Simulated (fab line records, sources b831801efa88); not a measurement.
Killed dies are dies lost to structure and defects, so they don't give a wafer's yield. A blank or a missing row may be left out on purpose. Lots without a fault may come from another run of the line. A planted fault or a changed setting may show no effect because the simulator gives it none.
fab line records | flow gf180mcu
record lots=14 wafers=41 last_day=34
route steps=602 shown SAB@275 CONTACT@298 M1@320
lots that met no fault: from a run of the same line without faults
start_h: hours from the record's first day to the start of the lot's first wafer shown | wait_h: hours since the lot's step before | " the same as in the row above | L1.1+2: a row that stands for several wafers | - no value, or no start given | * or withheld: withheld | < > ~ a bound
route shown NAME@n: a module of which the file shows steps, and the number in the route of the first | usual: mean/standard deviation of fault-free wafers | same: alike in all rows | chamber/n: place in a boat | sites: the reading at each site | _std_site: their standard deviation | _edge_site: outer sites' mean less inner sites' | radius_mm: how far each site lies from the wafer's centre | mask NAME#n: copy n | behind: the tool/chamber that last shaped the wafer | hold: why the lot was held/for how many hours/how that ended | device: the transistor (n, p or np) that didn't switch | end of line: the same wafers' tests at the end of the route | a step without rows: its recipe alone | killed: dies lost to structure and defects at the first sort, not the wafer's yield | map: a wafer's dies, x killed, . not, _ none there
set.NAME: the setting as run; set.NAME@STEP: as run at that earlier step | model.NAME: the simulator's own value behind a step, which no gauge read
steps of the route over a sample of lots; a table a step, a row a wafer
services: from which hour (start_h, from the record's first day; less than 0 if before it) a tool's chamber was out of use, for how many hours, and why
## steps
# step GF_SAB_ETCH_11
# recipe chemistry=C4F8/O2/Ar mask_material=NOVOLAK target=SiO2 target_depth_nm=55 source_w=1500 bias_w=1200 pressure_mtorr=40 c4f8_flow_sccm=withheld O2_flow_sccm=6 Ar_flow_sccm=300 time_s=8.5
# usual oes_product_au=1.000/0.0096
# columns lot.wafer tool chamber start_h wait_h oes_product_au rf_hours_counter_h
L883.2 rie_diel-02 2 335.32 0.0 0.970 0
L883.5 " 0 " " 0.992 -
L883.6 " 1 " " 0.992 -
L884.3 rie_diel-02 1 344.84 0.0 1.002 49
L884.4 " 3 " " 0.989 115
L884.5 " 2 " " 0.996 -
L885.1 rie_diel-01 1 356.22 0.0 1.006 10
L885.3 " 0 " " 1.003 27
L885.6 " 1 " " 1.013 -
L886.1 rie_diel-02 1 359.82 0.0 0.995 50
L886.5 " 2 " " 1.009 -
L886.6 " 1 " " 1.000 -
L887.1 rie_diel-02 2 371.24 0.0 0.994 1
L887.3 " 1 " " 1.002 50
L887.4 " 3 " " 0.995 115
L888.1 rie_diel-02 2 381.79 0.0 1.010 1
L888.3 " 1 " " 0.999 50
L888.5 " 1 " " 0.983 -
L890.3 rie_diel-02 2 395.42 0.0 1.009 2
L890.4 " 3 " " 0.979 0
L890.5 " 3 " " 0.980 -
L891.1 rie_diel-04 1 407.79 0.0 1.006 10
L891.3 " 3 " " 1.000 17
L891.4 " 3 " " 1.005 -
L892.1 rie_diel-02 1 417.82 0.0 0.996 51
L892.4 " 2 " " 1.004 2
L892.6 " 0 " " 1.003 -
L893.2 rie_diel-04 1 426.57 0.0 0.997 11
L893.3 " 3 " " 0.998 18
L893.4 " 2 " " 0.988 42
L895.1 rie_diel-04 2 442.02 0.0 0.999 43
L895.4 " 0 " " 0.993 1
L895.5 " 0 " " 0.996 -
L896.1 rie_diel-04 1 460.37 0.0 1.013 12
L896.2 " 0 " " 1.006 1
L897.4 rie_diel-01 3 461.47 0.0 1.004 18
L897.5 " 3 " " 1.006 -
L897.6 " 0 " " 1.017 -
L906.2 rie_diel-04 0 537.33 0.0 0.991 4
L906.3 " 2 " " 0.998 45
L906.6 " 2 " " 1.007 -
# step GF_CONTACT_EXPOSE_11
# recipe mask_id=Contact target_cd_nm=220 na=0.68 source_shape=conventional sigma_outer=0.6 dose_mj=38
# columns lot.wafer tool chamber start_h wait_h mask
L883.2+5+6 krf_scanner-01 0 347.68 - Contact#0
L884.3+4+5 krf_scanner-01 0 356.86 - Contact#0
L885.1+3+6 krf_scanner-02 0 368.79 - Contact#0
L886.1+5+6 krf_scanner-02 0 371.79 - Contact#0
L887.1+3+4 krf_scanner-01 0 384.29 - Contact#0
L888.1+3+5 krf_scanner-02 0 394.82 - Contact#0
L890.3+4+5 krf_scanner-02 0 409.48 - Contact#0
L891.1+3+4 krf_scanner-01 0 421.34 - Contact#0
L892.1+4+6 krf_scanner-01 0 431.52 - Contact#0
L893.2+3+4 krf_scanner-02 0 440.94 - Contact#0
L895.1+4+5 krf_scanner-01 0 455.96 - Contact#0
L896.1+2 krf_scanner-01 0 474.19 - Contact#0
L897.4+5+6 krf_scanner-01 0 475.60 - Contact#0
L906.2+3+6 krf_scanner-02 0 550.11 - Contact#0
# step GF_CONTACT_CD_MEAS_14
# recipe target_cd_nm=220
# usual cd_nm=219.9/1.4
# columns lot.wafer tool chamber start_h wait_h cd_nm
L883.2 cd_sem-02 - 357.88 0.1 219.6
L883.5 " - " " 219.7
L883.6 " - " " 219.4
L884.3 cd_sem-01 - 367.65 0.1 221.3
L884.4 " - " " 221.0
L884.5 " - " " 221.3
L885.1 cd_sem-02 - 379.59 0.1 221.7
L885.3 " - " " 221.1
L885.6 " - " " 221.8
L886.1 cd_sem-01 - 382.99 0.1 218.7
L886.5 " - " " 219.3
L886.6 " - " " 218.9
L887.1 cd_sem-02 - 395.02 0.1 219.7
L887.3 " - " " 220.1
L887.4 " - " " 220.1
L888.1 cd_sem-01 - 406.06 0.1 219.6
L888.3 " - " " 219.0
L888.5 " - " " 218.6
L890.3 cd_sem-01 - 421.60 0.1 221.5
L890.4 " - " " 222.2
L890.5 " - " " 222.7
L891.1 cd_sem-01 - 433.49 0.1 221.8
L891.3 " - " " 220.3
L891.4 " - " " 221.2
L892.1 cd_sem-01 - 443.49 0.1 220.4
L892.4 " - " " 218.8
L892.6 " - " " 218.4
L893.2 cd_sem-02 - 453.16 0.1 219.8
L893.3 " - " " 218.5
L893.4 " - " " 219.2
L895.1 cd_sem-01 - 467.52 0.1 210.9
L895.4 " - " " 220.4
L895.5 " - " " 209.8
L896.1 cd_sem-01 - 486.37 0.1 210.1
L896.2 " - " " 218.7
L897.4 cd_sem-01 - 487.38 0.1 218.8
L897.5 " - " " 209.3
L897.6 " - " " 220.1
L906.2 cd_sem-01 - 561.41 0.1 218.7
L906.3 " - " " 218.3
L906.6 " - " " 218.6
# step GF_CONTACT_SPUTTER_23
# recipe material=TiN target_thk_nm=10 chamber_pressure_pa=5 power_w=4000 time_s=40
# usual throttle_valve_pct=29.7/1
# columns lot.wafer tool chamber start_h wait_h throttle_valve_pct
L883.2 pvd_sputter-04 - 358.62 0.0 29.8
L883.5 " - " " 31.3
L883.6 " - " " 28.9
L884.3 pvd_sputter-02 - 368.29 0.0 31.1
L884.4 " - " " 28.3
L884.5 " - " " 28.6
L885.1 pvd_sputter-02 - 380.31 0.0 28.8
L885.3 " - " " 31.3
L885.6 " - " " 28.4
L886.1 pvd_sputter-02 - 383.67 0.0 28.7
L886.5 " - " " 28.5
L886.6 " - " " 31.0
L887.1 pvd_sputter-04 - 395.70 0.0 29.4
L887.3 " - " " 29.6
L887.4 " - " " 29.1
L888.1 pvd_sputter-01 - 406.75 0.0 28.4
L888.3 " - " " 29.8
L888.5 " - " " 31.2
L890.3 pvd_sputter-02 - 422.25 0.0 31.2
L890.4 " - " " 28.6
L890.5 " - " " 28.9
L891.1 pvd_sputter-01 - 434.19 0.0 30.1
L891.3 " - " " 30.0
L891.4 " - " " 31.4
L892.1 pvd_sputter-01 - 444.17 0.0 29.8
L892.4 " - " " 31.0
L892.6 " - " " 31.4
L893.2 pvd_sputter-04 - 453.82 0.0 29.3
L893.3 " - " " 28.9
L893.4 " - " " 30.9
L895.1 pvd_sputter-02 - 468.21 0.0 28.7
L895.4 " - " " 30.1
L895.5 " - " " 28.6
L896.1 pvd_sputter-01 - 487.05 0.0 28.6
L896.2 " - " " 31.6
L897.4 pvd_sputter-01 - 488.00 0.0 29.9
L897.5 " - " " 28.6
L897.6 " - " " 31.2
L906.2 pvd_sputter-04 - 562.09 0.0 28.9
L906.3 " - " " 31.6
L906.6 " - " " 31.1
# step GF_M1_RS_MEAS_05
# recipe thk_meas_gauge=four-point-probe reads=TiN_of_M1_SPUTTER_04+Ti_of_M1_SPUTTER_03+AlCu_of_M1_SPUTTER_02+TiN_of_M1_SPUTTER_01+Ti_of_M1_SPUTTER_00
# usual M1_ALCU_RS=0.0695/0.00063
# columns lot.wafer tool chamber start_h wait_h M1_ALCU_RS[ohm/sq]
L883.2 film_metro-04 - 359.48 0.0 0.0700
L883.5 " - " " 0.0702
L883.6 " - " " 0.0691
L884.3 film_metro-03 - 369.20 0.1 0.0697
L884.4 " - " " 0.0693
L884.5 " - " " 0.0700
L885.1 film_metro-01 - 381.15 0.0 0.0694
L885.3 " - " " 0.0692
L885.6 " - " " 0.0696
L886.1 film_metro-01 - 384.51 0.0 0.0710
L886.5 " - " " 0.0704
L886.6 " - " " 0.0703
L887.1 film_metro-01 - 396.54 0.0 0.0696
L887.3 " - " " 0.0685
L887.4 " - " " 0.0691
L888.1 film_metro-03 - 407.80 0.1 0.0695
L888.3 " - " " 0.0694
L888.5 " - " " 0.0694
L890.3 film_metro-03 - 423.23 0.1 0.0703
L890.4 " - " " 0.0702
L890.5 " - " " 0.0702
L891.1 film_metro-01 - 435.03 0.0 0.0688
L891.3 " - " " 0.0684
L891.4 " - " " 0.0695
L892.1 film_metro-04 - 445.01 0.0 0.0698
L892.4 " - " " 0.0703
L892.6 " - " " 0.0705
L893.2 film_metro-01 - 454.68 0.0 0.0697
L893.3 " - " " 0.0700
L893.4 " - " " 0.0692
L895.1 film_metro-03 - 469.05 0.0 0.0691
L895.4 " - " " 0.0694
L895.5 " - " " 0.0698
L896.1 film_metro-01 - 487.89 0.0 0.0691
L896.2 " - " " 0.0693
L897.4 film_metro-03 - 488.90 0.1 0.0688
L897.5 " - " " 0.0690
L897.6 " - " " 0.0691
L906.2 film_metro-04 - 562.95 0.0 0.0696
L906.3 " - " " 0.0702
L906.6 " - " " 0.0695
## services
# columns tool chamber start_h hours kind
krf_scanner-02 - 324.56 0.8 pm
krf_scanner-02 - 328.01 1.3 pm
pvd_sputter-01 - 333.04 0.6 repair
rie_diel-04 - 334.25 14.6 pm
rie_diel-04 2 355.50 14.1 repair
rie_diel-04 0 357.58 10.2 repair
rie_diel-04 - 367.58 0.3 repair
krf_scanner-01 - 377.26 1.0 pm
pvd_sputter-01 - 379.76 8.3 repair
pvd_sputter-01 - 382.13 4.6 repair
krf_scanner-01 - 396.19 1.3 pm
krf_scanner-02 - 403.42 3.6 pm
pvd_sputter-01 - 426.78 1.5 repair
rie_diel-04 3 432.63 1.8 repair
krf_scanner-01 - 447.03 0.8 pm
krf_scanner-02 - 453.31 4.4 pm
krf_scanner-02 - 468.33 1.0 pm
pvd_sputter-01 - 473.34 8.7 repair
krf_scanner-01 - 488.16 4.0 pm
krf_scanner-02 - 493.36 0.8 pm
krf_scanner-02 - 503.89 1.3 pm
pvd_sputter-02 - 522.85 1.7 repair
krf_scanner-01 - 546.26 1.0 pm
rie_diel-02 0 556.39 5.3 repair
## key
first_sign step=GF_CONTACT_CD_MEAS_14 reading=cd_nm direction=down sigmas=7 usual=219.9 struck=210.0
effect none on later readings
met_at GF_CONTACT_EXPOSE_11
struck_lots L895,L896,L897
struck_wafers L895.1,L895.5,L896.1,L897.5
tester_left_out L895,L896,L897
not_acting_at GF_SAB_ETCH_11,GF_CONTACT_SPUTTER_23,GF_M1_RS_MEAS_05
onset_between 431.52 455.96
fault kind=process_parameter_drift tool=krf_scanner-01 chamber=- onset_h=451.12 steps=GF_CONTACT_EXPOSE_11 channel=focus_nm offset=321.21 shape=step end_h=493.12 scope=struck_wafers_only
# tester_left_out: of these lots the tester's yield and bins aren't shown, on N5 and GAA mostly nor the transistor test; their killed dies are dies lost to structure and defects alone, not to doping, threshold or leakage, so they don't give the yield
